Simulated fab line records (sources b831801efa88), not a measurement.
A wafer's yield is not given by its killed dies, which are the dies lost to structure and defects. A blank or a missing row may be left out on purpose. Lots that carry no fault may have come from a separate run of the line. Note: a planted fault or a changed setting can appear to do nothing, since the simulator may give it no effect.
The same fault as seen by 2 desks -- flow sky130 -- each desk has only its own numbers; what lay behind them comes last

== THE TOOL OWNER'S DESK: rieDiel-01 ==
The tool's own readings at SKY_SPACER_ETCHBACK_02 (etches Si3N4 in CH3F/O2, stops on SiO2, time 46.7 s, target depth 45 nm): means of the sampled wafers that have a number, for each lot that ran on this tool. The brackets show how far a lot's mean lies from the usual mean; more than 4 standard deviations puts the lot out of limits, marked OUT.
Columns: A = drypumpMotorCurrentA at SKY_SPACER_ETCHBACK_02, usual 5.6 A; B = oesProductAu at SKY_SPACER_ETCHBACK_02, usual 0.856 a.u.; C = throttleValvePct at SKY_SPACER_ETCHBACK_02, usual 10.562 %
lot,first seen here,A,B,C
L960,day 24 09:47,5.5,0.851,10.565
L961,day 24 12:03,5.7,0.856,10.564
L963,day 25 09:22,5.3,0.849,10.572
L964,day 25 10:34,5.4,0.857,10.566
L973,day 28 07:34,5.5,0.852,10.571
L974,day 28 17:29,5.4,0.859,10.556
L975,day 29 05:51,5.5,0.859,10.567
L977,day 29 19:39,5.4,0.858,10.555
This desk found nothing out of limits on any of the 8 lots.

== FROM THE METROLOGY DESK ==
Lot by lot, what the gauges showed, no matter which tool ran the lot: averages of those sampled wafers that carry a number. The brackets show how far a lot's mean lies from the usual mean; more than 4 standard deviations puts the lot out of limits, marked OUT.
Columns: A = SONOS_ONO_OVL at SKY_SONOS_ONO_OVL_MEAS_14, usual 0.4 nm; B = LI_CONTACT_OVL at SKY_LI_CONTACT_OVL_MEAS_13, usual 0 nm
lot,first seen here,A,B
L958,day 12 23:20,-1.0,3
L959,day 13 08:46,-0.6,4
L960,day 13 19:10,-1.2,4
L961,day 14 03:46,-1.1,3
L963,day 14 18:38,0.1,4
L964,day 14 21:34,1.2,-6
L970,day 17 00:16,1.5,5
L972,day 17 11:44,1.1,3
L973,day 17 19:10,-0.6,4
L974,day 18 05:37,2.5,-8
L975,day 18 17:43,-0.8,16
L977,day 19 05:38,-0.6,3
L978,day 19 15:25,1.1,-4
L981,day 20 13:55,1.9,-3
This desk found nothing out of limits on any of the 14 lots.

== BROUGHT TOGETHER ==
The tool owner's desk saw nothing out of limits.
From the metrology desk's view, nothing was out of limits.

== WHAT THE SIMULATOR HAD INSERTED ==
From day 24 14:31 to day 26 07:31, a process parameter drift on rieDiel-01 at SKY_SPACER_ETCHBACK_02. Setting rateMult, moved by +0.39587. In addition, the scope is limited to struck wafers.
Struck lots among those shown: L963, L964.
